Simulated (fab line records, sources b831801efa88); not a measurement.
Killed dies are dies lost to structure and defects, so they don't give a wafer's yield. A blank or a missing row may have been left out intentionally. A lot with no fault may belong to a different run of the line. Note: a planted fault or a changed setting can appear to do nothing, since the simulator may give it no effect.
Code-filled problem report in 8D (eight disciplines) form	flow sky130	the parts of the form that need people (team, actions taken, sign-off) are left out

1. PROBLEM STATEMENT
developer_temp_C at SKY_VIA2_DEVELOP_11 reads a mean of 21.61 C on 9 wafers of 3 lots; wafers without a fault read 20.98 C with a standard deviation of 0.097. Measured from the usual mean, that is +6.5 standard deviations.
The step: develop time 60 s.
First seen on wafer L404.1, day 38 16:00, on litho_track-02. The record has a number at this step for 36 wafers belonging to 12 lots. Rule for "out", or "out of limits": more than 4 standard deviations from the usual mean. All remaining wafers that have a number are taken as sound.

2. WHAT IT IS AND WHAT IT IS NOT
question	is	is not
which readings at this step	developer_temp_C	-
which lots	L404, L405, L409	L399, L400, L401, L402, L403, L413, L414, L415, L417
which wafers of those lots	all that have a number	-
read on which tools	litho_track-02	litho_track-01, litho_track-03
when	from day 38 16:00	up to then (15 sound wafers); but 12 sound wafers of L413, L414, L415, L417 came after

3. THE SUSPECTS, EACH WITH WHAT RULES IT OUT
Counting: a tool at any process step up to the reading remains a suspect when it ran all the lots that are out and ran no sound lot after the first of those.
- litho_track-02 at SKY_VIA2_DEVELOP_11 (develop time 60 s): kept. It ran every lot that is out, first L404 (day 38 16:00), and no sound lot after that; its last sound lot up to then is L402 (day 38 11:00). Its own readings are out on those wafers: developer_temp_C.
Left after counting: litho_track-02 at SKY_VIA2_DEVELOP_11.

4. THE CAUSE (what the simulator had put in)
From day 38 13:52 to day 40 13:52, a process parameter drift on litho_track-02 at SKY_VIA2_DEVELOP_11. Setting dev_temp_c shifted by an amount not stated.
Counting left only this tool.

5. SEQUENCE OF EFFECTS, ordered by route
Each row: a reading where the mean over the struck wafers with a number is more than 3 standard deviations away from the usual. Only readings whose record carries a usual standard deviation are examined. hours: median over the lots of the time between each lot's start at the first step of this table that gives one and its start at this step. sigmas: the change, counted in usual standard deviations.
hours	step	reading	usual	on struck wafers	change	sigmas
0	SKY_VIA2_DEVELOP_11	developer_temp_C	20.98 C	21.61	+0.63	+6.5
It contains these process steps:
- SKY_VIA2_DEVELOP_11: develop time 60 s.
At these later measuring or inspecting steps, every struck wafer for which the step has a row has a number for every such reading, and none has moved that far: SKY_VIA2_OVL_MEAS_13.

6. WHAT WOULD HAVE CAUGHT IT SOONER
The fault began at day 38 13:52; the first out-of-limits reading in this record came at day 38 16:00, 2 hours later.
